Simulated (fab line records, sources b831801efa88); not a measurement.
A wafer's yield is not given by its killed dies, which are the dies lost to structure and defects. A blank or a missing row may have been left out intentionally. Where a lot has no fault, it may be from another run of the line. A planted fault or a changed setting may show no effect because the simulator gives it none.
Which tool was responsible? :: flow gf180mcu :: Sampling: 13 lots, 39 wafers, 4 of 602 route steps

WHAT EACH GAUGE READ, for each wafer
GF_HV_LDD_CD_MEAS_07 targets a cd of 400 nm.
lot: L147
measured: day 10 09:10
on: cd_sem-01
cd_nm (nm): 401.0 399.8 403.3

lot: L148
measured: day 10 21:42
on: cd_sem-01
cd_nm (nm): 397.3 397.8 398.4

lot: L149
measured: day 11 12:08
on: cd_sem-02
cd_nm (nm): 404.8 404.8 404.7

lot: L150
measured: day 11 18:06
on: cd_sem-02
cd_nm (nm): 402.6 403.0 401.9

lot: L151
measured: day 12 06:31
on: cd_sem-01
cd_nm (nm): 400.1 402.0 401.6

lot: L152
measured: day 12 13:23
on: cd_sem-02
cd_nm (nm): 403.6 404.7 405.2

lot: L154
measured: day 12 22:07
on: cd_sem-02
cd_nm (nm): 399.8 399.3 399.7

lot: L156
measured: day 13 07:32
on: cd_sem-02
cd_nm (nm): 400.8 400.7 401.1

lot: L155
measured: day 13 09:47
on: cd_sem-01
cd_nm (nm): 397.2 400.5 397.7

lot: L159
measured: day 14 05:18
on: cd_sem-01
cd_nm (nm): 394.6 396.3 395.4

lot: L163
measured: day 15 10:10
on: cd_sem-01
cd_nm (nm): 396.6 400.2 395.4

lot: L164
measured: day 16 00:52
on: cd_sem-01
cd_nm (nm): 402.7 401.1 397.9

lot: L169
measured: day 17 09:08
on: cd_sem-01
cd_nm (nm): 400.8 402.1 403.0

GF_CONTACT_THK_MEAS_03.
lot: L147
measured: day 15 15:46
on: film_metro-04
CONTACT_CVD_02_THK (nm): 861 866 865

lot: L148
measured: day 16 06:39
on: film_metro-01
CONTACT_CVD_02_THK (nm): 861 853 872

lot: L149
measured: day 16 23:10
on: film_metro-01
CONTACT_CVD_02_THK (nm): 856 859 880

lot: L150
measured: day 17 08:13
on: film_metro-02
CONTACT_CVD_02_THK (nm): 853 850 847

lot: L151
measured: day 17 22:55
on: film_metro-04
CONTACT_CVD_02_THK (nm): 839 847 855

lot: L152
measured: day 18 07:19
on: film_metro-04
CONTACT_CVD_02_THK (nm): 854 862 871

lot: L154
measured: day 18 14:05
on: film_metro-01
CONTACT_CVD_02_THK (nm): 855 861 872

lot: L156
measured: day 19 02:32
on: film_metro-01
CONTACT_CVD_02_THK (nm): 854 879 871

lot: L155
measured: day 19 07:49
on: film_metro-01
CONTACT_CVD_02_THK (nm): 853 854 864

lot: L159
measured: day 20 05:50
on: film_metro-01
CONTACT_CVD_02_THK (nm): 863 861 859

lot: L163
measured: day 21 17:26
on: film_metro-02
CONTACT_CVD_02_THK (nm): 848 848 838

lot: L164
measured: day 22 08:10
on: film_metro-01
CONTACT_CVD_02_THK (nm): 851 857 866

lot: L169
measured: day 23 15:55
on: film_metro-02
CONTACT_CVD_02_THK (nm): 858 861 862

EACH LOT AND THE TOOL THAT RAN IT (in order: tool; ch and the chambers of the sampled wafers; start)
lot: L147
GF_DUAL_GATE_COAT_06: litho_track-04 ch 0, day 8 08:02
GF_DUAL_GATE_STRIP_13: plasma_asher-01 ch 0,1, day 8 16:51

lot: L148
GF_DUAL_GATE_COAT_06: litho_track-01 ch 0, day 8 20:36
GF_DUAL_GATE_STRIP_13: plasma_asher-04 ch 0,1, day 9 05:12

lot: L149
GF_DUAL_GATE_COAT_06: litho_track-03 ch 0, day 9 08:08
GF_DUAL_GATE_STRIP_13: plasma_asher-02 ch 0,1, day 9 17:38

lot: L150
GF_DUAL_GATE_COAT_06: litho_track-03 ch 0, day 9 15:28
GF_DUAL_GATE_STRIP_13: plasma_asher-02 ch 0,1, day 9 23:57

lot: L151
GF_DUAL_GATE_COAT_06: litho_track-01 ch 0, day 10 02:00
GF_DUAL_GATE_STRIP_13: plasma_asher-01 ch 0,1, day 10 11:17

lot: L152
GF_DUAL_GATE_COAT_06: litho_track-01 ch 0, day 10 07:41
GF_DUAL_GATE_STRIP_13: plasma_asher-01 ch 0,1, day 10 17:02

lot: L154
GF_DUAL_GATE_COAT_06: litho_track-03 ch 0, day 10 14:43
GF_DUAL_GATE_STRIP_13: plasma_asher-04 ch 1, day 11 00:19

lot: L156
GF_DUAL_GATE_COAT_06: litho_track-04 ch 0, day 11 00:56
GF_DUAL_GATE_STRIP_13: plasma_asher-01 ch 0,1, day 11 10:41

lot: L155
GF_DUAL_GATE_COAT_06: litho_track-01 ch 0, day 11 03:38
GF_DUAL_GATE_STRIP_13: plasma_asher-02 ch 0,1, day 11 13:11

lot: L159
GF_DUAL_GATE_COAT_06: litho_track-03 ch 0, day 11 19:56
GF_DUAL_GATE_STRIP_13: plasma_asher-02 ch 0, day 12 06:29

lot: L163
GF_DUAL_GATE_COAT_06: litho_track-04 ch 0, day 13 01:26
GF_DUAL_GATE_STRIP_13: plasma_asher-01 ch 0,1, day 13 11:24

lot: L164
GF_DUAL_GATE_COAT_06: litho_track-04 ch 0, day 13 10:45
GF_DUAL_GATE_STRIP_13: plasma_asher-02 ch 0,1, day 13 21:32

lot: L169
GF_DUAL_GATE_COAT_06: litho_track-04 ch 0, day 14 16:47
GF_DUAL_GATE_STRIP_13: plasma_asher-02 ch 0,1, day 15 04:25
- GF_DUAL_GATE_COAT_06: resist thk 1000 nm.
- GF_DUAL_GATE_STRIP_13: strips in O2/N2.

AS READ BY THE TOOLS THEMSELVES (means over the sampled wafers that have a number; for cases with no such wafer, the mark the record gives instead)
GF_DUAL_GATE_COAT_06.
lot: L147
tool: litho_track-04
exhaust_pa (Pa): 44.4
spin_speed_rpm (rpm): 2999.8

lot: L148
tool: litho_track-01
exhaust_pa (Pa): 45.0
spin_speed_rpm (rpm): 3002.2

lot: L149
tool: litho_track-03
exhaust_pa (Pa): 44.4
spin_speed_rpm (rpm): 2999.8

lot: L150
tool: litho_track-03
exhaust_pa (Pa): 45.7
spin_speed_rpm (rpm): 2997.9

lot: L151
tool: litho_track-01
exhaust_pa (Pa): 45.5
spin_speed_rpm (rpm): 3001.1

lot: L152
tool: litho_track-01
exhaust_pa (Pa): 44.4
spin_speed_rpm (rpm): 2996.8

lot: L154
tool: litho_track-03
exhaust_pa (Pa): 45.9
spin_speed_rpm (rpm): 3000.4

lot: L156
tool: litho_track-04
exhaust_pa (Pa): 44.2
spin_speed_rpm (rpm): 3000.4

lot: L155
tool: litho_track-01
exhaust_pa (Pa): 46.5
spin_speed_rpm (rpm): 3000.1

lot: L159
tool: litho_track-03
exhaust_pa (Pa): 44.8
spin_speed_rpm (rpm): 3001.5

lot: L163
tool: litho_track-04
exhaust_pa (Pa): 45.3
spin_speed_rpm (rpm): 3000.3

lot: L164
tool: litho_track-04
exhaust_pa (Pa): 44.4
spin_speed_rpm (rpm): 2882.1

lot: L169
tool: litho_track-04
exhaust_pa (Pa): 45.3
spin_speed_rpm (rpm): 2882.1

GF_DUAL_GATE_STRIP_13.
lot: L147
tool: plasma_asher-01
drypump_motor_current_A (A): 5.0
heater_power_w (W): 299
oes_product_au (a.u.): 0.720
strip_time_to_endpoint_s (s): 12.58

lot: L148
tool: plasma_asher-04
drypump_motor_current_A (A): 5.6
heater_power_w (W): 366
oes_product_au (a.u.): 0.719
strip_time_to_endpoint_s (s): 12.62

lot: L149
tool: plasma_asher-02
drypump_motor_current_A (A): 5.9
heater_power_w (W): 328
oes_product_au (a.u.): 0.713
strip_time_to_endpoint_s (s): 12.60

lot: L150
tool: plasma_asher-02
drypump_motor_current_A (A): 6.2
heater_power_w (W): 325
oes_product_au (a.u.): 0.718
strip_time_to_endpoint_s (s): 12.65

lot: L151
tool: plasma_asher-01
drypump_motor_current_A (A): 5.0
heater_power_w (W): 298
oes_product_au (a.u.): 0.717
strip_time_to_endpoint_s (s): 12.63

lot: L152
tool: plasma_asher-01
drypump_motor_current_A (A): 5.2
heater_power_w (W): 294
oes_product_au (a.u.): 0.721
strip_time_to_endpoint_s (s): 12.63

lot: L154
tool: plasma_asher-04
drypump_motor_current_A (A): 6.4
heater_power_w (W): 400
oes_product_au (a.u.): 0.708
strip_time_to_endpoint_s (s): 12.65

lot: L156
tool: plasma_asher-01
drypump_motor_current_A (A): 5.0
heater_power_w (W): 298
oes_product_au (a.u.): 0.714
strip_time_to_endpoint_s (s): 12.67

lot: L155
tool: plasma_asher-02
drypump_motor_current_A (A): 6.2
heater_power_w (W): 331
oes_product_au (a.u.): 0.719
strip_time_to_endpoint_s (s): 12.65

lot: L159
tool: plasma_asher-02
drypump_motor_current_A (A): 5.6
heater_power_w (W): 342
oes_product_au (a.u.): 0.713
strip_time_to_endpoint_s (s): 12.68

lot: L163
tool: plasma_asher-01
drypump_motor_current_A (A): 5.0
heater_power_w (W): 299
oes_product_au (a.u.): 0.716
strip_time_to_endpoint_s (s): 12.64

lot: L164
tool: plasma_asher-02
drypump_motor_current_A (A): 5.9
heater_power_w (W): 335
oes_product_au (a.u.): 0.717
strip_time_to_endpoint_s (s): 12.78

lot: L169
tool: plasma_asher-02
drypump_motor_current_A (A): 5.9
heater_power_w (W): 334
oes_product_au (a.u.): 0.717
strip_time_to_endpoint_s (s): 12.80

THE ANSWER, worked out from the rows above alone
Rule: the usual values come from the lots themselves. Put in order of their means at a reading, lots are off if they are a third of the lots or fewer, leave a main group of 4 or more, and stand apart from it by a gap of 3 or more times the standard deviation of the main group's means; of several such gaps the widest counts. Not used: any main group whose means are identical at the precision the tables above print for the reading. Also off: a lot with no number at a reading for which 4 or more lots have one. All remaining lots with rows at the step are treated as sound. After the gauges, taken in route order, come the tools' own readings; for these a lot's mean is taken, as printed above. At the first step where some lot is off, the reading lying furthest off is the one used; lots without a number count as furthest.
Off at GF_DUAL_GATE_COAT_06 (spin_speed_rpm): L164, L169. The main group: mean 3000.0 rpm, standard deviation 1.5.
If a tool, at that step or one of the process steps before it, ran each lot that is off and ran no sound lot following the first of them, it fits. One candidate fits, namely litho_track-04 at GF_DUAL_GATE_COAT_06. A fault onset in the window from L163 (day 13 01:26, its last sound lot) to L164 (day 13 10:45, its first lot off) fits.
On the lots that are off, the tool's own readings at GF_DUAL_GATE_COAT_06 differ by more than 5 times the standard deviation of the sound lots' means, which bears it out; spin_speed_rpm reads 2882.1 rpm there versus 3000.0 rpm on the sound lots.

WHAT WAS PUT IN BY THE SIMULATOR
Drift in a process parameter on litho_track-04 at GF_DUAL_GATE_COAT_06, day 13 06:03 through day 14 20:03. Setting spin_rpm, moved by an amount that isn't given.
Shown lots that were struck: L164, L169. Same finding as the rule above.
